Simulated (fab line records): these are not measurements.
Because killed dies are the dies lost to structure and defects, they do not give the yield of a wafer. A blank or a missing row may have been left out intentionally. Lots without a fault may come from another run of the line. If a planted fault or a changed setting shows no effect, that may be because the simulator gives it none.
fab line records	flow sky130
[record] lots = 6	wafers = 18	last-day = 51
route steps=708 shown SD_N@344 SD_P@359 RES_XHIGH@360 PAD_OPEN@708
lots that met no fault: from a run of the same line without faults
start-h: the number of hours between the record's first day and the start of the first shown wafer of the lot	wait-h: hours elapsed since this lot's preceding step	" repeats the value in the row above	L1.1+2: a row that stands for several wafers	- no value present, or no start provided	* or withheld: withheld	< > ~ a bound
route shown NAME@n: NAME is a module with steps in the file, n the number in the route of the first one	usual: mean and standard deviation over wafers with no fault	same: alike in all rows	chamber/n: place in a boat	sites: per-site readings	_std_site: standard deviation of those values	_edge_site: the outer-site mean with the inner-site mean subtracted	radius-mm: for every site, how far away it sits from the centre of the wafer	mask NAME#n: copy n	behind: tool/chamber where the wafer was last shaped	hold: what put the lot on hold/how long, in hours/how the hold closed	device: the n, p or np transistor that did not switch	end of line: the route-end tests of the same wafers	a step given without rows: its recipe and nothing more	killed: at the first sort, the dies lost to defects and structure; wafer yield is something else	map: a wafer's dies, marking killed ones x, the rest . and places with no die _
set.NAME: setting as actually run; set.NAME@STEP: the setting as run at that earlier step	model.NAME: the simulator's own value behind a step, which no gauge read
a table for each step, a row for each wafer; lots at some steps of the route
services: the hour from which a tool's chamber was out of use, counted from the record's first day as start-h (under 0 if before that day), plus the number of hours and why
[[steps]]
[step SKY_SD_N_COAT_02]
[recipe] resist = NOVOLAK	spin-rpm = 3000	resist-thk-nm = 1159
[step SKY_SD_N_SOFTBAKE_03]
[recipe] temp-c = 90	time-s = 60	resist = NOVOLAK
[step SKY_SD_N_EXPOSE_04]
[recipe] mask-id = NSDM	na = 0.6	source-shape = conventional	sigma-outer = 0.6	polarization = unpolarized	target-cd-nm = 380	dose-mj = 141
[step SKY_SD_N_PEB_05]
[recipe] temp-c = withheld	time-s = *	resist = NOVOLAK
[step SKY_SD_N_DEVELOP_06]
[recipe] resist = NOVOLAK	developer = TMAH	develop-time-s = 60	dev-temp-c = 23
[step SKY_SD_N_CD_MEAS_07]
[recipe] target-cd-nm = 380
[usual] cd-nm = 380.7/2.5
lot.wafer	tool	chamber	start-h	wait-h	cd-nm
L803.2	cd-sem-02	-	665.56	0.1	379.5
L803.3	"	-	"	"	380.3
L803.6	"	-	"	"	379.0
L807.1	cd-sem-01	-	710.76	0.1	381.4
L807.2	"	-	"	"	381.3
L807.3	"	-	"	"	382.6
L817.3	cd-sem-02	-	786.83	0.1	380.1
L817.4	"	-	"	"	378.6
L817.6	"	-	"	"	378.4
L819.3	cd-sem-02	-	803.85	0.1	379.4
L819.4	"	-	"	"	380.2
L819.5	"	-	"	"	378.7
L821.1	cd-sem-02	-	829.65	0.1	384.7
L821.3	"	-	"	"	383.9
L821.6	"	-	"	"	384.8
L824.1	cd-sem-01	-	846.20	0.1	384.5
L824.4	"	-	"	"	385.1
L824.5	"	-	"	"	384.2
[step SKY_SD_N_OVL_MEAS_08]
[usual] SD_N_OVL = 0.9/1.2
lot.wafer	tool	chamber	start-h	wait-h	SD_N_OVL[nm]
L803.2	overlay-02	-	665.67	0.1	1.0
L803.3	"	-	"	"	1.0
L803.6	"	-	"	"	1.6
L807.1	overlay-02	-	710.88	0.1	2.3
L807.2	"	-	"	"	-0.4
L807.3	"	-	"	"	1.3
L817.3	overlay-01	-	786.92	0.1	0.2
L817.4	"	-	"	"	-0.7
L817.6	"	-	"	"	0.2
L819.3	overlay-02	-	803.94	0.1	1.7
L819.4	"	-	"	"	0.7
L819.5	"	-	"	"	0.6
L821.1	overlay-01	-	829.77	0.1	0.3
L821.3	"	-	"	"	0.4
L821.6	"	-	"	"	0.1
L824.1	overlay-02	-	846.32	0.1	-0.9
L824.4	"	-	"	"	-2.1
L824.5	"	-	"	"	-1.4
[step SKY_SD_N_IMPLANT_09]
[recipe] species = As	energy-kev = 50	dose-cm2 = 4e+15	tilt-deg = 0
[step SKY_SD_N_IMPLANT_10]
[recipe] species = P	energy-kev = 20	dose-cm2 = 1e+14	tilt-deg = 0
[step SKY_SD_N_STRIP_11]
[recipe] chemistry = O2/N2	power-w = 1400	pressure-mtorr = 1500	platen-temp-c = withheld	o2-flow-sccm = 3000	n2-flow-sccm = 300	overash-fraction = 0.5
[usual] drypump-motor-current-A = 5.88/0.17	n2-flow-sccm = 300.1/0.92	oes-product-au = 0.529/0.0045	strip-time-to-endpoint-s = 22.73/0.034
lot.wafer	tool	chamber	start-h	wait-h	drypump-motor-current-A	n2-flow-sccm	oes-product-au	rf-hours-counter-h	strip-time-to-endpoint-s
L803.2	plasma-asher-02	1	666.00	0.1	6.01	298.8	0.531	89	22.73
L803.3	"	0	"	"	5.55	299.0	0.532	-	22.76
L803.6	"	1	"	"	6.02	300.0	0.520	-	22.72
L807.1	plasma-asher-02	0	711.22	0.1	5.56	299.5	0.519	93	22.73
L807.2	"	1	"	"	6.02	300.5	0.528	93	22.73
L807.3	"	0	"	"	5.55	298.6	0.533	-	22.71
L817.3	plasma-asher-04	0	787.28	0.1	6.04	301.1	0.526	-	22.70
L817.4	"	1	"	"	5.72	300.7	0.530	-	22.71
L817.6	"	0	"	"	6.04	299.6	0.524	-	22.72
L819.3	plasma-asher-02	1	804.30	0.1	6.03	300.5	0.533	-	22.76
L819.4	"	0	"	"	5.57	300.9	0.535	-	22.73
L819.5	"	0	"	"	5.55	300.2	0.529	-	22.80
L821.1	plasma-asher-04	1	830.11	0.1	5.73	302.0	0.531	71	22.77
L821.3	"	0	"	"	6.05	300.0	0.530	-	22.81
L821.6	"	1	"	"	5.75	300.9	0.531	-	22.79
L824.1	plasma-asher-01	1	846.66	0.1	6.02	300.1	0.525	97	22.68
L824.4	"	0	"	"	5.87	299.2	0.538	-	22.64
L824.5	"	0	"	"	5.82	300.0	0.531	-	22.69
[step SKY_SD_N_TW_MEAS_12]
[usual] SD_N_TW = 3993/18
lot.wafer	tool	chamber	start-h	wait-h	SD_N_TW
L803.2	film-metro-01	-	666.11	0.1	4019
L803.3	"	-	"	"	3997
L803.6	"	-	"	"	3975
L807.1	film-metro-01	-	711.32	0.1	3977
L807.2	"	-	"	"	3961
L807.3	"	-	"	"	3962
L817.3	film-metro-02	-	787.37	0.1	4010
L817.4	"	-	"	"	3989
L817.6	"	-	"	"	4004
L819.3	film-metro-01	-	804.39	0.1	3987
L819.4	"	-	"	"	3977
L819.5	"	-	"	"	3980
L821.1	film-metro-04	-	830.21	0.1	4011
L821.3	"	-	"	"	4016
L821.6	"	-	"	"	4007
L824.1	film-metro-04	-	846.76	0.1	3990
L824.4	"	-	"	"	3981
L824.5	"	-	"	"	3991
[step SKY_SD_N_CLEAN_13]
[recipe] chemistry = SC1/SC2	mix = 1:4:20	temp-c = 70	time-s = 150	dry = n2-spin
[step SKY_SD_N_RTA_14]
[recipe] temp-c = 1075	time-s = 2	idle-temp-c = 650	ramp-up-c-per-s = 150	ramp-down-c-per-s = 90	ambient = N2
[usual] lamp-power-pct = 15.74/0.052	wafer_temp_C_max = 1078.2/1.4
lot.wafer	tool	chamber	start-h	wait-h	lamp-power-pct	wafer_temp_C_max
L803.2	rtp-anneal-02	0	666.22	0.0	15.78	1081.6
L803.3	"	0	"	"	15.83	1080.6
L803.6	"	0	"	"	15.87	1076.8
L807.1	rtp-anneal-02	0	711.43	0.0	15.67	1077.8
L807.2	"	0	"	"	15.79	1078.2
L807.3	"	0	"	"	15.74	1078.2
L817.3	rtp-anneal-02	0	787.48	0.0	15.87	1092.5
L817.4	"	0	"	"	15.86	1089.0
L817.6	"	0	"	"	15.85	1089.1
L819.3	rtp-anneal-02	0	804.50	0.0	15.88	1091.7
L819.4	"	0	"	"	15.83	1087.1
L819.5	"	0	"	"	15.92	1088.6
L821.1	rtp-anneal-01	0	830.32	0.0	15.67	1077.5
L821.3	"	0	"	"	15.82	1080.3
L821.6	"	0	"	"	15.81	1077.0
L824.1	rtp-anneal-01	0	846.87	0.0	15.71	1079.6
L824.4	"	0	"	"	15.71	1076.9
L824.5	"	0	"	"	15.72	1079.0
[step SKY_SD_N_RS_MEAS_16]
[recipe] thk-meas-gauge = four-point-probe
[usual] SD_N_RS = 68.55/0.13
lot.wafer	tool	chamber	start-h	wait-h	SD_N_RS[ohm/sq]
L803.2	film-metro-02	-	666.41	0.1	68.70
L803.3	"	-	"	"	68.62
L803.6	"	-	"	"	68.69
L807.1	film-metro-02	-	711.60	0.1	68.76
L807.2	"	-	"	"	68.76
L807.3	"	-	"	"	68.85
L817.3	film-metro-04	-	787.67	0.1	66.48
L817.4	"	-	"	"	66.65
L817.6	"	-	"	"	66.24
L819.3	film-metro-04	-	804.69	0.1	66.46
L819.4	"	-	"	"	66.56
L819.5	"	-	"	"	66.43
L821.1	film-metro-02	-	830.49	0.1	68.81
L821.3	"	-	"	"	68.62
L821.6	"	-	"	"	68.60
L824.1	film-metro-02	-	847.04	0.1	68.68
L824.4	"	-	"	"	68.72
L824.5	"	-	"	"	68.72
[step SKY_SD_N_RS_MEAS_17]
[recipe] thk-meas-gauge = four-point-probe
[usual] SD_P_RS = 147.0/0.37
lot.wafer	tool	chamber	start-h	wait-h	SD_P_RS[ohm/sq]
L803.2	film-metro-02	-	666.53	0.1	147.1
L803.3	"	-	"	"	147.3
L803.6	"	-	"	"	147.0
L807.1	film-metro-02	-	711.72	0.1	147.3
L807.2	"	-	"	"	147.2
L807.3	"	-	"	"	147.3
L817.3	film-metro-04	-	787.79	0.1	137.1
L817.4	"	-	"	"	137.5
L817.6	"	-	"	"	137.0
L819.3	film-metro-04	-	804.81	0.1	136.8
L819.4	"	-	"	"	137.3
L819.5	"	-	"	"	137.6
L821.1	film-metro-02	-	830.61	0.1	147.5
L821.3	"	-	"	"	147.3
L821.6	"	-	"	"	147.7
L824.1	film-metro-02	-	847.16	0.1	146.8
L824.4	"	-	"	"	147.3
L824.5	"	-	"	"	147.4
[step SKY_SD_N_RS_MEAS_18]
[recipe] thk-meas-gauge = four-point-probe
[usual] RES_XHIGH_RS = 327.2/1.2
lot.wafer	tool	chamber	start-h	wait-h	RES_XHIGH_RS[ohm/sq]
L803.2	film-metro-02	-	666.65	0.1	326.0
L803.3	"	-	"	"	327.2
L803.6	"	-	"	"	326.2
L807.1	film-metro-02	-	711.84	0.1	326.8
L807.2	"	-	"	"	327.1
L807.3	"	-	"	"	327.4
L817.3	film-metro-04	-	787.91	0.1	325.7
L817.4	"	-	"	"	325.5
L817.6	"	-	"	"	326.5
L819.3	film-metro-04	-	804.93	0.1	328.0
L819.4	"	-	"	"	326.1
L819.5	"	-	"	"	325.5
L821.1	film-metro-02	-	830.73	0.1	329.4
L821.3	"	-	"	"	327.8
L821.6	"	-	"	"	329.4
L824.1	film-metro-02	-	847.28	0.1	328.4
L824.4	"	-	"	"	327.6
L824.5	"	-	"	"	328.5
[step SKY_PAD_OPEN_PROBE_99]
[usual] killed_at_M0_to_M3 = 44/7.1	killed_at_M4_up = 3.3/1.9	killed-at-contacts = 24/5.3	killed-at-front-end = 15/4.5	killed-at-other = 0.3/0.55	killed-dies = 86/9.5	killed-open = 46/7.3	killed-short = 39/6.4
[same] gross-dies = 492	killed-at-back-side = 0
lot.wafer	tool	chamber	start-h	wait-h	killed_at_M0_to_M3	killed_at_M4_up	killed-at-contacts	killed-at-front-end	killed-at-other	killed-dies	killed-open	killed-short	model.etest.res-xhigh-po.line-ohm-um	model.etest.res-xhigh-po.rs-ohm-sq	model.etest.pfet_01v8.r-on-ohm-um	model.etest.res-pdiff.line-ohm-um	model.etest.res-high-po.line-ohm-um	model.etest.licon-high-po.rc-ohm	model.etest.res-ndiff.line-ohm-um	model.etest.res-high-po.rs-ohm-sq
L803.2	prober-02	-	1114.46	0.1	40	1	23	13	0	77	40	37	5532	1942	2905	1346	742.2	344.7	765	262.6
L803.3	prober-02	-	1114.51	0.2	36	3	29	10	0	78	41	37	5472	1914	2897	1332	738.8	359.5	741.3	260.5
L803.6	prober-02	-	1114.66	0.2	45	2	24	10	0	81	38	42	5597	1987	2893	1360	755.8	360.5	754.2	264.5
L807.1	prober-02	-	1149.28	0.1	35	4	31	19	0	89	49	37	5808	1997	2915	1399	773.5	360.2	788.6	270.4
L807.2	prober-02	-	1149.33	0.1	37	4	31	18	0	90	42	48	5486	1932	2930	1387	748.9	357.7	781.4	263.1
L807.3	prober-02	-	1149.38	0.2	34	1	26	13	0	74	42	32	5397	1908	2931	1351	734.7	354.3	775.5	261.2
L817.3	prober-02	-	1199.86	0.2	60	0	19	12	0	91	55	36	4829	1703	2833	1302	678.6	313.1	753.2	235.4
L817.4	prober-02	-	1199.91	0.2	36	5	21	13	0	75	45	30	4925	1746	2842	1311	686.6	300.6	759.1	242.1
L817.6	prober-02	-	1200.01	0.2	45	4	31	16	2	98	50	47	4938	1721	2822	1278	678.4	307.1	748.6	237.7
L819.3	prober-02	-	1212.96	0.2	47	2	17	16	1	83	44	39	4799	1718	2807	1275	665	309	743.3	236.6
L819.4	prober-02	-	1213.01	0.2	30	1	21	15	0	67	41	26	5104	1764	2789	1277	693.5	309.1	743.3	241.3
L819.5	prober-02	-	1213.06	0.2	55	3	21	16	0	95	49	46	4898	1747	2837	1272	670.5	299.3	742.3	241
L821.1	prober-01	-	1226.01	0.1	40	1	20	13	0	74	37	37	5331	1894	2910	1341	737.6	342.4	747.5	258.9
L821.3	prober-01	-	1226.11	0.2	43	5	24	13	1	86	43	43	5611	1940	2890	1360	765.5	354.1	745.6	264.4
L821.6	prober-01	-	1226.26	0.2	37	3	27	12	0	79	45	33	5310	1853	2905	1383	726.4	337.7	762.1	256.8
L824.1	prober-01	-	1235.42	0.1	48	4	33	22	0	107	58	49	5640	1955	3003	1370	755.4	367.5	769.2	262.5
L824.4	prober-01	-	1235.57	0.2	33	3	37	16	0	89	49	40	5713	1965	2991	1378	771.4	383.4	778.3	265.4
L824.5	prober-01	-	1235.62	0.2	50	3	30	17	0	100	55	45	5759	1969	2971	1384	770.8	367.7	780.2	265.7
// killed by level:class
L803.2 VIA2:geometric-particle:open=9 CONTACT:geometric-particle:open=9 METAL1:geometric-particle:short=7 VIA1:geometric-particle:open=7 POLY_GATE:geometric-particle:short=4 LI_CONTACT:geometric-particle:open=4 LOCAL_INTERCONNECT:geometric-particle:short=4 CONTACT:geometric-particle:short=4
L803.3 CONTACT:geometric-particle:open=9 LI_CONTACT:geometric-particle:open=8 VIA3:geometric-particle:open=7 VIA1:geometric-particle:open=6 VIA1:geometric-particle:short=5 METAL2:geometric-particle:short=5 FIELD_ISO:geometric-particle:short=4 LOCAL_INTERCONNECT:geometric-particle:short=4
L803.6 VIA1:geometric-particle:open=14 METAL1:geometric-particle:short=8 LOCAL_INTERCONNECT:geometric-particle:short=7 LI_CONTACT:geometric-particle:open=5 VIA3:geometric-particle:short=5 CONTACT:geometric-particle:open=5 LI_CONTACT:geometric-particle:short=4 VIA2:geometric-particle:open=4
L807.1 LI_CONTACT:geometric-particle:open=12 VIA1:geometric-particle:open=11 CONTACT:geometric-particle:open=7 LOCAL_INTERCONNECT:geometric-particle:short=6 FIELD_ISO:geometric-particle:open=4 POLY_GATE:geometric-particle:short=4 POLY_CUT:geometric-particle:open=4 LI_CONTACT:geometric-particle:short=4
L807.2 CONTACT:geometric-particle:open=12 VIA1:geometric-particle:open=10 CONTACT:geometric-particle:short=9 METAL1:geometric-particle:short=8 LI_CONTACT:geometric-particle:open=7 FIELD_ISO:geometric-particle:short=6 METAL2:geometric-particle:short=6 VIA1:geometric-particle:short=5
L807.3 VIA1:geometric-particle:open=12 LI_CONTACT:geometric-particle:open=9 CONTACT:geometric-particle:open=7 LOCAL_INTERCONNECT:geometric-particle:short=5 POLY_GATE:geometric-particle:open=5 VIA1:geometric-particle:short=5 VIA3:geometric-particle:short=4 VIA2:geometric-particle:open=4
L817.3 VIA1:geometric-particle:open=13 METAL2:geometric-particle:short=10 VIA3:geometric-particle:open=10 VIA2:geometric-particle:open=7 CONTACT:geometric-particle:open=7 LI_CONTACT:geometric-particle:open=5 LOCAL_INTERCONNECT:geometric-particle:short=5 VIA1:geometric-particle:short=5
L817.4 CONTACT:geometric-particle:open=13 VIA1:geometric-particle:open=7 VIA3:geometric-particle:open=6 METAL2:geometric-particle:short=5 VIA2:geometric-particle:open=5 METAL4:geometric-particle:short=5 VIA1:geometric-particle:short=4 FIELD_ISO:geometric-particle:open=3
L817.6 CONTACT:geometric-particle:open=13 FIELD_ISO:geometric-particle:short=11 VIA1:geometric-particle:open=9 VIA3:geometric-particle:open=8 LI_CONTACT:geometric-particle:open=6 METAL2:geometric-particle:short=6 VIA2:geometric-particle:open=6 LI_CONTACT:geometric-particle:short=5
L819.3 VIA1:geometric-particle:open=15 CONTACT:geometric-particle:open=6 LI_CONTACT:geometric-particle:open=5 METAL2:geometric-particle:short=5 VIA2:geometric-particle:short=5 POLY_GATE:geometric-particle:short=4 METAL1:geometric-particle:short=4 VIA2:geometric-particle:open=4
L819.4 CONTACT:geometric-particle:open=9 VIA3:geometric-particle:open=8 VIA2:geometric-particle:open=6 METAL2:geometric-particle:short=5 LI_CONTACT:geometric-particle:open=5 FIELD_ISO:geometric-particle:short=4 POLY_GATE:geometric-particle:short=4 VIA1:geometric-particle:open=4
L819.5 METAL2:geometric-particle:short=12 VIA2:geometric-particle:open=11 VIA3:geometric-particle:open=7 LI_CONTACT:geometric-particle:open=7 CONTACT:geometric-particle:open=6 VIA1:geometric-particle:short=6 VIA1:geometric-particle:open=6 LOCAL_INTERCONNECT:geometric-particle:short=5
L821.1 VIA3:geometric-particle:open=7 CONTACT:geometric-particle:open=7 FIELD_ISO:geometric-particle:short=6 LI_CONTACT:geometric-particle:open=6 VIA1:geometric-particle:open=6 VIA2:geometric-particle:open=6 VIA1:geometric-particle:short=5 CONTACT:geometric-particle:short=5
L821.3 CONTACT:geometric-particle:open=12 VIA1:geometric-particle:open=9 VIA1:geometric-particle:short=8 METAL4:geometric-particle:short=5 POLY_GATE:geometric-particle:short=5 METAL1:geometric-particle:short=5 FIELD_ISO:geometric-particle:open=4 METAL2:geometric-particle:short=4
L821.6 CONTACT:geometric-particle:open=10 VIA3:geometric-particle:open=8 LI_CONTACT:geometric-particle:open=7 VIA1:geometric-particle:open=6 METAL1:geometric-particle:short=5 METAL2:geometric-particle:short=5 POLY_GATE:geometric-particle:open=4 CONTACT:geometric-particle:short=4
L824.1 CONTACT:geometric-particle:open=13 POLY_GATE:geometric-particle:short=9 VIA3:geometric-particle:open=8 VIA1:geometric-particle:short=7 LI_CONTACT:geometric-particle:open=7 VIA1:geometric-particle:open=7 CONTACT:geometric-particle:short=6 METAL2:geometric-particle:short=6
L824.4 LI_CONTACT:geometric-particle:open=12 CONTACT:geometric-particle:open=10 VIA1:geometric-particle:open=8 METAL1:geometric-particle:short=6 CONTACT:geometric-particle:short=6 FIELD_ISO:geometric-particle:open=5 LOCAL_INTERCONNECT:geometric-particle:short=5 FIELD_ISO:geometric-particle:short=4
L824.5 VIA2:geometric-particle:open=10 VIA1:geometric-particle:open=9 LI_CONTACT:geometric-particle:open=8 CONTACT:geometric-particle:open=8 VIA1:geometric-particle:short=8 CONTACT:geometric-particle:short=6 METAL2:geometric-particle:short=6 LI_CONTACT:geometric-particle:short=5
[[services]]
tool	chamber	start-h	hours	kind
plasma-asher-01	-	675.30	3.6	repair
plasma-asher-01	-	679.46	0.8	repair
plasma-asher-01	-	727.02	2.4	repair
plasma-asher-02	-	733.75	9.0	pm
plasma-asher-02	0	733.75	9.0	vent-cycle
plasma-asher-02	1	733.75	9.0	vent-cycle
plasma-asher-02	0	742.75	-	clean
plasma-asher-02	1	742.75	-	clean
plasma-asher-04	-	752.08	14.6	pm
rtp-anneal-02	-	763.15	2.4	pm
plasma-asher-01	-	789.96	15.6	pm
plasma-asher-04	-	827.93	1.5	repair
[[key]]
[first-sign] step = SKY_SD_N_RTA_14	reading = wafer_temp_C_max	direction = up	sigmas = 8.1	usual = *	struck = *
[effect] step = SKY_SD_N_RTA_14	reading = lamp-power-pct	direction = up	sigmas = 2.4	usual = 15.74	struck = 15.87
[effect] step = SKY_SD_N_RS_MEAS_16	reading = SD_N_RS	direction = down	sigmas = 16	usual = 68.55	struck = 66.47
[effect] step = SKY_SD_N_RS_MEAS_17	reading = SD_P_RS	direction = down	sigmas = 26	usual = 147.0	struck = 137.2
[model-effect] step = SKY_PAD_OPEN_PROBE_99	value = etest.res-xhigh-po.line-ohm-um	without = 5474	struck = 4915
met-at SKY_SD_N_RTA_14
struck-wafers L817.3,L817.4,L817.6,L819.3,L819.4,L819.5
tester-left-out L817,L819
onset-between 711.43 787.48
[fault] kind = process-parameter-drift	tool = rtp-anneal-02	chamber = -	onset-h = 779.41	steps = SKY_SD_N_RTA_14	channel = temp-c	offset = *	shape = step	end-h = 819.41	acts-in = *	stated = *
// tester-left-out: of these lots the tester's yield and bins aren't shown, on N5 and GAA mostly nor the transistor test; their killed dies are dies lost to structure and defects alone, not to doping, threshold or leakage, so they don't give the yield
